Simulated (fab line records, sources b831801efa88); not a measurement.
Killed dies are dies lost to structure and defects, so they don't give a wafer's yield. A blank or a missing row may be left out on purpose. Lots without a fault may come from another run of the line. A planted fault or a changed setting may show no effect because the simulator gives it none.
A struck lot beside a sound one | flow sky130 | 15 steps out of a route of 708
Sound: wafers L851.1, L851.4, L851.5. Struck: wafers L844.2, L844.3, L844.4. The cause comes at the end.
At each step with rows: each side's tool, then ch and its chambers, then its first start. Under that, the readings that differ: sound wafers | struck wafers | difference of the means | sigmas: that difference in standard deviations of wafers without a fault.
alike: readings whose means differ by less than 2 such deviations, and words and numbers that are the same on both sides. not compared: withheld readings, readings that some wafer has no value for, bounds like >300 that may hide the same value, and numbers for which the record gives no deviation and whose values overlap.
The two part at a step that has a row with sigmas, a row that says differs or no value, or rows on one side only. Numbers that don't overlap but have no deviation are shown without sigmas and don't part them. A reading that every wafer of one side lacks parts them only if that side has two wafers or more.

SKY_VIA4_THK_MEAS_01:
  sound on film_metro-01, day 46 01:56; struck on film_metro-01, day 43 23:11
  alike: VIA4_HDPCVD_THK
SKY_VIA4_CMP_02: polishes SiO2.
  sound on cmp-02 ch 0,2, day 46 02:00; struck on cmp-01 ch 0,2,3, day 43 23:14
  alike: motor_current_A, platen_rpm, slurry_filter_dp_kPa
SKY_VIA4_BOW_MEAS_03:
  sound on film_metro-02, day 46 02:18; struck on film_metro-02, day 43 23:34
  alike: VIA4_BOW
then, 7 steps without rows for these wafers: SKY_VIA4_DEHYDRATE_04 (time 60 s); SKY_VIA4_HMDS_05 (prime time 60 s); SKY_VIA4_COAT_06 (resist thk 1140 nm); SKY_VIA4_SOFTBAKE_07 (time 60 s); SKY_VIA4_EXPOSE_08 (exposes mask VIM4, target cd 800 nm); SKY_VIA4_PEB_09; SKY_VIA4_DEVELOP_10 (develop time 60 s).
SKY_VIA4_OVL_MEAS_11:
  sound on overlay-01, day 46 22:52; struck on overlay-01, day 44 21:52
  alike: VIA4_OVL
SKY_VIA4_ETCH_12: etches SiO2 in C4F8/O2/Ar, stops on TiN, target depth 580 nm.
  sound on rie_diel-01 ch 1,2,3, day 46 22:54; struck on rie_diel-02 ch 0,1,3, day 44 21:54
  alike: chamber_pressure_mTorr, oes_product_au
SKY_VIA4_STRIP_13: strips in O2/N2.
  sound on plasma_asher-03 ch 0,1, day 46 22:59; struck on plasma_asher-03 ch 0,1, day 44 21:58
  no value came back on the struck wafers for chamber_pressure_mTorr (mTorr), drypump_motor_current_A (A), oes_product_au (a.u.), strip_time_to_endpoint_s (s); on the sound wafers chamber_pressure_mTorr (mTorr) reads 1501.7 1499.6 1497.7
  reading                                   | sound | struck         | difference | sigmas
  model.NOVOLAK_of_VIA4_COAT_06.thk_nm (nm) | 0 0 0 | 1011 1007 1006 | +1008      |
  not compared: rf_hours_counter_h
then, 1 step without rows for these wafers: SKY_VIA4_STRIP_14 (strips in post etch residue remover, time 1200 s).
-- the record jumps here: 3 days lie between the struck wafers' starts before and after (it left off in module VIA4 and takes up again in module PAD_OPEN, whose first step shown is number 708 of the route) --
SKY_PAD_OPEN_PROBE_99:
  the record has rows for the struck wafers here (prober-02, day 47 16:50) and none for the sound ones

WHERE THEY PART
First at SKY_VIA4_STRIP_13; last, within this record, at SKY_PAD_OPEN_PROBE_99.

WHY: what the simulator had put in
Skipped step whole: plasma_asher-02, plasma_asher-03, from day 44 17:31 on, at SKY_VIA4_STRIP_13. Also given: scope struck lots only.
